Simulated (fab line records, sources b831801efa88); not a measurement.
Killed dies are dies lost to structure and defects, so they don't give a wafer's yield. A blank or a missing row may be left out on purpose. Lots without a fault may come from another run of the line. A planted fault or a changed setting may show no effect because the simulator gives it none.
Which tool did it? | flow sky130 | 15 lots, 45 wafers sampled, at 2 steps of a route of 708

WHAT THE GAUGES READ, wafer by wafer
SKY_VIA2_OVL_MEAS_13. Usual: VIA2_OVL -2 nm, standard deviation 5.
lot  | measured     | on         | VIA2_OVL (nm) | flag
L669 | day 37 06:31 | overlay-01 | -2 -5 -1      |
L670 | day 37 18:12 | overlay-02 | -1 -9 -6      |
L671 | day 37 20:16 | overlay-02 | 4 -6 0        |
L672 | day 38 06:46 | overlay-02 | -8 2 -6       |
L674 | day 38 15:37 | overlay-02 | -5 -6 -7      |
L675 | day 39 12:52 | overlay-02 | -3 1 -1       |
L677 | day 40 00:04 | overlay-01 | 9 7 12        |
L678 | day 40 04:42 | overlay-01 | -2 2 2        |
L679 | day 40 12:27 | overlay-02 | -2 -11 -8     |
L680 | day 40 20:10 | overlay-02 | -2 -11 -2     |
L683 | day 41 15:52 | overlay-02 | 15 20 11      | OFF
L684 | day 41 23:16 | overlay-02 | 23 24 18      | OFF
L685 | day 42 07:46 | overlay-01 | 31 31 31      | OFF
L689 | day 42 21:21 | overlay-01 | 3 -4 2        |
L688 | day 43 00:43 | overlay-01 | 2 -6 -2       |

WHICH TOOL RAN EACH LOT (tool, then ch and the chambers of the sampled wafers, then the start)
lot  | SKY_VIA2_EXPOSE_09
L669 | krf_scanner-01 ch 0, day 36 17:15
L670 | krf_scanner-01 ch 0, day 37 06:02
L671 | krf_scanner-01 ch 0, day 37 08:08
L672 | krf_scanner-01 ch 0, day 37 18:22
L674 | krf_scanner-01 ch 0, day 38 03:04
L675 | krf_scanner-01 ch 0, day 39 00:39
L677 | krf_scanner-02 ch 0, day 39 11:47
L678 | krf_scanner-01 ch 0, day 39 17:13
L679 | krf_scanner-02 ch 0, day 39 23:46
L680 | krf_scanner-01 ch 0, day 40 08:13
L683 | krf_scanner-02 ch 0, day 41 03:29
L684 | krf_scanner-02 ch 0, day 41 11:36
L685 | krf_scanner-02 ch 0, day 41 20:59
L689 | krf_scanner-01 ch 0, day 42 09:29
L688 | krf_scanner-01 ch 0, day 42 13:15
- SKY_VIA2_EXPOSE_09: exposes mask VIM2, target cd 200 nm.

WHAT THE TOOLS THEMSELVES READ (means of the sampled wafers that have a number; where no wafer has one, the mark that the record gives instead)
SKY_VIA2_EXPOSE_09. Usual: reticle_temp_C 23.00 C, standard deviation 0.11.
lot  | tool           | reticle_temp_C (C) | flag
L669 | krf_scanner-01 | 23.21              |
L670 | krf_scanner-01 | 22.95              |
L671 | krf_scanner-01 | 23.05              |
L672 | krf_scanner-01 | 22.96              |
L674 | krf_scanner-01 | 22.96              |
L675 | krf_scanner-01 | 23.02              |
L677 | krf_scanner-02 | 22.96              |
L678 | krf_scanner-01 | 22.87              |
L679 | krf_scanner-02 | 23.17              |
L680 | krf_scanner-01 | 22.94              |
L683 | krf_scanner-02 | 22.88              |
L684 | krf_scanner-02 | 23.00              |
L685 | krf_scanner-02 | 22.97              |
L689 | krf_scanner-01 | 22.98              |
L688 | krf_scanner-01 | 22.92              |

THE ANSWER, worked out from the rows above alone
Rule: a lot is off if the mean of its wafers that have a number lies more than 3 standard deviations from the usual mean. A lot without any number at a reading at which 4 lots or more have one is off too. The other lots that the step has rows for count as sound. The gauges are gone through in route order, then the tools' own readings, and for those a lot's mean is taken as printed above. The first step at which some lot is off is used, and at that step the reading that is off furthest; a lot without a number counts as furthest.
Off: L683, L684, L685, at SKY_VIA2_OVL_MEAS_13 (VIA2_OVL).
A tool fits if, at a process step before that reading, it ran every lot that is off, and no sound lot after the first of them. The gauges at SKY_VIA2_OVL_MEAS_13 are tried like those tools. One fits: krf_scanner-02 at SKY_VIA2_EXPOSE_09. Its last sound lot is L679 (day 39 23:46), its first lot that is off L683 (day 41 03:29): a fault that began between those two fits.

WHAT THE SIMULATOR HAD PUT IN
Scanner matching overlay: krf_scanner-02, from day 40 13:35 on, at SKY_VIA2_EXPOSE_09. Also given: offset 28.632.
Lots struck among those shown: L683, L684, L685. The rule above found the same.
